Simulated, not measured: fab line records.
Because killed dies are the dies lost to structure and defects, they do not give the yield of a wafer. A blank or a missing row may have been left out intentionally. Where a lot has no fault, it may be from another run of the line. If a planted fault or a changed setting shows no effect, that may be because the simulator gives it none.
Problem report, 8D (eight disciplines) form, completed by code	flow sky130	the parts of the form that need people (team, actions taken, sign-off) are left out

## 1. THE PROBLEM
SD_N_OVL at SKY_SD_N_OVL_MEAS_08 reads a mean of -102.4 nm on 12 wafers of 4 lots; wafers without a fault read -0.8 nm with a standard deviation of 1.2. That is -85 standard deviations from the usual mean.
The first sign was on wafer L578.1 at day 32 14:14, on overlay-01. The record has a number at this step for 36 wafers belonging to 12 lots. Rule for "out" (also "out of limits"): further than 4 standard deviations from the usual mean. The other wafers with a number count as sound.

## 2. WHAT IT IS, AND WHAT IT ISN'T
question	is	is not
which readings at this step	SD_N_OVL	-
which lots	L578, L579, L580, L581	L566, L568, L570, L571, L573, L577, L586, L587
which wafers of those lots	all that have a number	-
read on which gauges	overlay-01	overlay-02
when	from day 32 14:14	up to then (15 sound wafers); but 9 sound wafers of L577, L586, L587 came after

## 3. THE SUSPECTS, EACH WITH WHAT RULES IT OUT
Counting: a tool stays on the suspect list if, at a process step up to the reading, it processed all lots that are out and no sound lot following the first of them.
- the gauge at SKY_SD_N_OVL_MEAS_08: kept. All the wafers that are out were read on overlay-01, and no step on other tools shows them out.
- iline-stepper-01 at SKY_SD_N_EXPOSE_04 (exposes mask NSDM, target cd 380 nm): kept. It processed each lot that is out, first L578 at day 32 00:01, and no sound lot thereafter; up to then, the last sound lot it processed was L573 at day 30 17:01.
The count leaves overlay-01 at SKY_SD_N_OVL_MEAS_08 and iline-stepper-01 at SKY_SD_N_EXPOSE_04.

## 4. THE CAUSE (what the simulator had put in)
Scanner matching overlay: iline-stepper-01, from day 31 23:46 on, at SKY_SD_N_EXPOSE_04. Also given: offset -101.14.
After counting, 2 suspects remain, this tool included.

## 5. SEQUENCE OF EFFECTS, ordered by route
Each row: a reading where the mean over the struck wafers with a number is more than 3 standard deviations away from the usual. Only readings for which the record gives a usual standard deviation are gone through. hours: the time from each lot's start at the first step in this table that gives one to its start at this step, as a median over the lots. sigmas: the change in usual standard deviations.
hours	step	reading	usual	on struck wafers	change	sigmas
0	SKY_SD_N_OVL_MEAS_08	SD_N_OVL	-0.8 nm	-102.4	-101.6	-85
At these later measuring or inspecting steps, every struck wafer for which the step has a row has a number for every such reading, and none has moved that far: SKY_SD_N_RS_MEAS_18.

## 6. WHAT WOULD HAVE CAUGHT IT SOONER
In this record the first reading out of limits at a measuring or inspecting step was taken at day 32 14:14, 14 hours after the fault began at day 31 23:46.
An alarm limit of 4 standard deviations would not have fired on the tool readings at SKY_SD_N_EXPOSE_04 for which the record gives a usual standard deviation, since none of them was out on any struck wafer.
Among the 4 lots that are out, L581 began SKY_SD_N_EXPOSE_04 on iline-stepper-01 after day 32 14:14. Putting the tool on hold at that point would have spared it.
